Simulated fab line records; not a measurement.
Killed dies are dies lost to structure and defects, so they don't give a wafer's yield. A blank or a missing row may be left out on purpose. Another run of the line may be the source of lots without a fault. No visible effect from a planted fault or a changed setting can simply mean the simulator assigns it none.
Code-filled problem report in 8D (eight disciplines) form / flow gf180mcu / the parts of the form that need people (team, actions taken, sign-off) are left out

1. THE ISSUE
SAB_CVD_00_THK at GF_SAB_THK_MEAS_01 reads a mean of 43.3 nm on 3 wafers of 2 lots; wafers without a fault read 50.0 nm with a standard deviation of 0.68. That is -9.8 standard deviations from the usual mean.
Earliest sighting: wafer L508.1 on film metro-04 at day 19 10:19. The record holds 36 wafers of 12 lots with a number at this step. The rule behind "out" and "out of limits": a value lying over 4 standard deviations away from the usual mean. All remaining wafers that have a number are taken as sound.

2. WHAT IT IS; WHAT IT IS NOT
question=which readings at this step | is=SAB_CVD_00_THK | is not=-
question=which lots | is=L508, L509 | is not=L495, L498, L499, L500, L501, L502, L511, L514, L515, L516
question=which wafers of those lots | is=L508.1, L508.6, L509.3 | is not=L508.3, L509.1, L509.6
question=read on which gauges | is=film metro-04 | is not=film metro-01, film metro-02
question=when | is=from day 19 10:19 | is not=up to then (19 sound wafers); but 14 sound wafers of L509, L511, L514, L515, L516 came after

3. SUSPECTS, AND WHAT RULES EACH OUT
Counting: if a tool at a process step up to the reading ran every lot that is out, it stays a suspect. Sound lots after the first of them don't rule it out here, since some wafers of a struck lot are sound.
- the gauge at GF_SAB_THK_MEAS_01: kept. All the wafers that are out were read on film metro-04, and no step on other tools shows them out.
- pecvd-04 at GF_SAB_CVD_00 (deposits SiO2 from TEOS, target thk 50 nm, time 4.9302 s): kept. Ran every lot that is out, first one L508 (day 19 10:17); last sound lot up to then L502 (day 17 08:51).
- At GF_SAB_CVD_00, inside pecvd-04: chamber 0 took the wafers that are out, while their sound lot-mates went through chambers 1, 2.
After counting, pecvd-04 at GF_SAB_CVD_00 and film metro-04 at GF_SAB_THK_MEAS_01 remain.

4. THE CAUSE (what the simulator had put in)
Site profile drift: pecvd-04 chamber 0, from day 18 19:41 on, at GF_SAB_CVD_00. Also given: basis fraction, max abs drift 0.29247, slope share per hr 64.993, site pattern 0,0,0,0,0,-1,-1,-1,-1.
2 suspects survive the count, and this tool is in that group.

5. SEQUENCE OF EFFECTS, ordered by route
Rows list readings where the struck wafers' mean (over those with a number) sits beyond 3 standard deviations from the usual. Only readings for which the record gives a usual standard deviation are gone through. hours: the time from each lot's start at the first step in this table that gives one to its start at this step, as a median over the lots. sigmas: the change in usual standard deviations.
hours=0; step=GF_SAB_THK_MEAS_01; reading=SAB_CVD_00_THK; usual=50.0 nm; on struck wafers=43.3; change=-6.7; sigmas=-9.8
Later measuring or inspecting steps at which every struck wafer that the step has a row for has a number for every such reading, and none has moved that far: GF_CONTACT_BOW_MEAS_05.

6. WHAT WOULD HAVE CAUGHT IT SOONER
In this record the first reading out of limits at a measuring or inspecting step was taken at day 19 10:19, 15 hours after the fault began at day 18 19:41.
An alarm limit of 4 standard deviations would not have fired on the tool readings at GF_SAB_CVD_00 for which the record gives a usual standard deviation, since none of them was out on any struck wafer.
Lots out: 2; of these, L509 started GF_SAB_CVD_00 on pecvd-04 after day 19 10:19. Had the tool been put on hold then, it would have been spared.
